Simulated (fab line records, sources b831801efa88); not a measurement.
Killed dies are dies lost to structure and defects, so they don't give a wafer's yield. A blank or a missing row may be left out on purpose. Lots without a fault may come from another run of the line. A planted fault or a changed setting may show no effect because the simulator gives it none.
Chamber matching | flow sfq_line | SFQ_TRILAYER_I1_CMP_CMP_046 on cmp-02: 4 sister chambers
The step polishes SiO2. 16 wafers are shown with their chamber, then 8 later ones without.

WAFERS WITH THEIR CHAMBER
wafer  | chamber | motor_current_A (A) | time_to_endpoint_s (s) | head_pressure_psi (psi)
L450.1 | 3       | 9.4                 | 214                    | 3.005
L450.4 | 1       | 9.7                 | 220                    | 3.010
L450.6 | 2       | 8.7                 | 223                    | 2.999
L451.1 | 0       | 8.6                 | 206                    | 2.997
L451.5 | 0       | 8.8                 | 212                    | 2.996
L451.6 | 3       | 9.3                 | 203                    | 3.001
L452.2 | 3       | 9.4                 | 208                    | 2.992
L452.3 | 0       | 8.8                 | 223                    | 2.999
L452.6 | 3       | 9.7                 | 209                    | 2.990
L454.1 | 2       | 8.2                 | 218                    | 3.004
L454.2 | 1       | 10.1                | 209                    | 3.001
L454.5 | 1       | 9.7                 | 219                    | 3.000
L460.2 | 0       | 9.1                 | 213                    | 2.988
L460.5 | 1       | 9.6                 | 205                    | 3.007
L460.6 | 0       | 8.6                 | 214                    | 2.986
L469.1 | 3       | 10.1                | 200                    | 3.000

SIGNATURES (means of the wafers above)
reading            | chamber 0 | chamber 1 | chamber 2 | chamber 3 | scatter within a chamber
motor_current_A    | 8.780     | 9.775     | 8.450     | 9.580     | 0.269
time_to_endpoint_s | 213.60    | 213.25    | 220.50    | 206.80    | 6.09
head_pressure_psi  | 2.99320   | 3.00450   | 3.00150   | 2.99760   | 0.00561
Rule: a wafer's distance from a chamber is the root of the sum, over the readings, of the square of ((its reading less the chamber's mean) divided by the reading's scatter). The wafer belongs to the nearest chamber; if the next one is less than 2 further off, it can't be placed. The scatter: the root of (the sum of the squares of (reading less its chamber's mean) over the shown wafers, divided by (wafers less chambers)).

WAFERS WITHOUT THEIR CHAMBER
wafer  | motor_current_A (A) | time_to_endpoint_s (s) | head_pressure_psi (psi)
L469.4 | 8.5                 | 214                    | 2.991
L469.6 | 9.7                 | 207                    | 3.003
L472.2 | 9.3                 | 209                    | 2.991
L472.4 | 10.1                | 219                    | 2.996
L472.6 | 8.0                 | 217                    | 2.987
L473.3 | 8.6                 | 222                    | 3.014
L473.1 | 8.6                 | 217                    | 3.000
L473.5 | 8.0                 | 223                    | 3.010

WHICH CHAMBER EACH WENT THROUGH
wafer  | from the rows above          | in truth
L469.4 | can't be placed: 0 or 2      | 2
L469.6 | can't be placed: 3 or 1      | 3
L472.2 | can't be placed: 3 or 0 or 1 | 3
L472.4 | can't be placed: 1 or 3      | 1
L472.6 | can't be placed: 2 or 0      | 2
L473.3 | can't be placed: 2 or 0      | 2
L473.1 | can't be placed: 2 or 0      | 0
L473.5 | 2                            | 2
Placed correctly: 1 of 8. Can't be placed from these rows: 7 (the true chamber is among the candidates in 7). Placed wrongly: 0.
